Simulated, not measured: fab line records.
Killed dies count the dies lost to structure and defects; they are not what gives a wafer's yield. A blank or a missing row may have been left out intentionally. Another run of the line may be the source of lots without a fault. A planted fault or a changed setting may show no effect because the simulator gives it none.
A lot that was struck, set against a sound lot + flow sky130 + 15 out of 708 route steps
Sound: these wafers, L188.4, L188.5, L188.6. The struck wafers were L195.4, L195.6. Last of all comes the cause.
Order at every step that has rows: each side's tool, ch and its chambers, its first start. Under that, the readings that differ: sound wafers + struck wafers + difference of the means + sigmas: that difference in standard deviations of wafers without a fault.
alike: words and numbers the same on both sides, and readings whose means are apart by under 2 such deviations; not compared: readings that were withheld, readings missing a value for some wafer, numbers with overlapping values and no deviation given by the record, and bounds like >300 which may hide the same value.
A row with sigmas, a row that says differs or no value, or rows on one side alone: a step with any of these is where the two part. Numbers that have no deviation but don't overlap get no sigmas and don't part them. Lack of a reading on every wafer of one side parts them only where that side has two or more wafers.

SKY_METAL5_SPUTTER_01: material TiN, target thk 20 nm, time 16.7 s.
  sound: pvdSputter-03 at day 45 15:58; struck: pvdSputter-01 at day 47 09:24
  alike: throttleValvePct
SKY_METAL5_SPUTTER_02: material AlCu, target thk 1150 nm, time 61.2 s.
  sound: pvdSputter-03 at day 45 16:01; struck: pvdSputter-01 at day 47 09:26
  alike: throttleValvePct
SKY_METAL5_SPUTTER_03: material Ti, target thk 5 nm, time 3.3 s.
  sound: pvdSputter-03 at day 45 16:03; struck: pvdSputter-01 at day 47 09:29
  alike: throttleValvePct
SKY_METAL5_SPUTTER_04: material TiN, target thk 70 nm, time 58.3 s.
  sound: pvdSputter-03 at day 45 16:05; struck: pvdSputter-01 at day 47 09:31
  alike: throttleValvePct
SKY_METAL5_RS_MEAS_05: a four-point-probe measurement.
  sound: filmMetro-02 at day 45 16:10; struck: filmMetro-03 at day 47 09:36
  alike: METAL5_ALCU_RS
SKY_METAL5_THK_MEAS_06: measures by xrf.
  sound: filmMetro-02 at day 45 16:15; struck: filmMetro-03 at day 47 09:41
  alike: METAL5_ALCU_THK
then, 6 steps without rows for these wafers: SKY_METAL5_DEHYDRATE_07 (time 60 s); SKY_METAL5_HMDS_08 (prime time 60 s); SKY_METAL5_COAT_09 (resist thk 1800 nm); SKY_METAL5_SOFTBAKE_10 (time 60 s); SKY_METAL5_EXPOSE_11 (exposes mask MM5, target cd 1600 nm); SKY_METAL5_PEB_12.
SKY_METAL5_DEVELOP_13: develop time 60 s.
  sound on lithoTrack-02 ch 0, day 46 13:26; struck on lithoTrack-02 ch 0, day 48 06:08
  alike: chillPlateTempC
SKY_METAL5_DESCUM_14: chemistry O2, time 11 s.
  sound on rieMetal-03 ch 0,1, day 46 13:32; struck on rieMetal-03 ch 1, day 48 06:15
| reading                | sound          | struck    | difference | sigmas |
|------------------------|----------------|-----------|------------|--------|
| model.METAL5.cdNm (nm) | 1605 1604 1605 | 1612 1614 | +8         |        |
  alike: drypumpMotorCurrentA, oesProductAu
  not compared: rfHoursCounterH
SKY_METAL5_METAL_ETCH_15: etches the open film in Cl2/BCl3, stops on SiO2, target depth 1260 nm, time 252 s.
  sound on rieMetal-03 ch 0,1, day 46 13:38; struck on rieMetal-03 ch 1, day 48 06:31
  alike: drypumpMotorCurrentA, oesProductAu, throttleValvePct
  not compared: rfHoursCounterH

WHERE THEY PART
Nowhere in this record.

WHY: what the simulator had put in
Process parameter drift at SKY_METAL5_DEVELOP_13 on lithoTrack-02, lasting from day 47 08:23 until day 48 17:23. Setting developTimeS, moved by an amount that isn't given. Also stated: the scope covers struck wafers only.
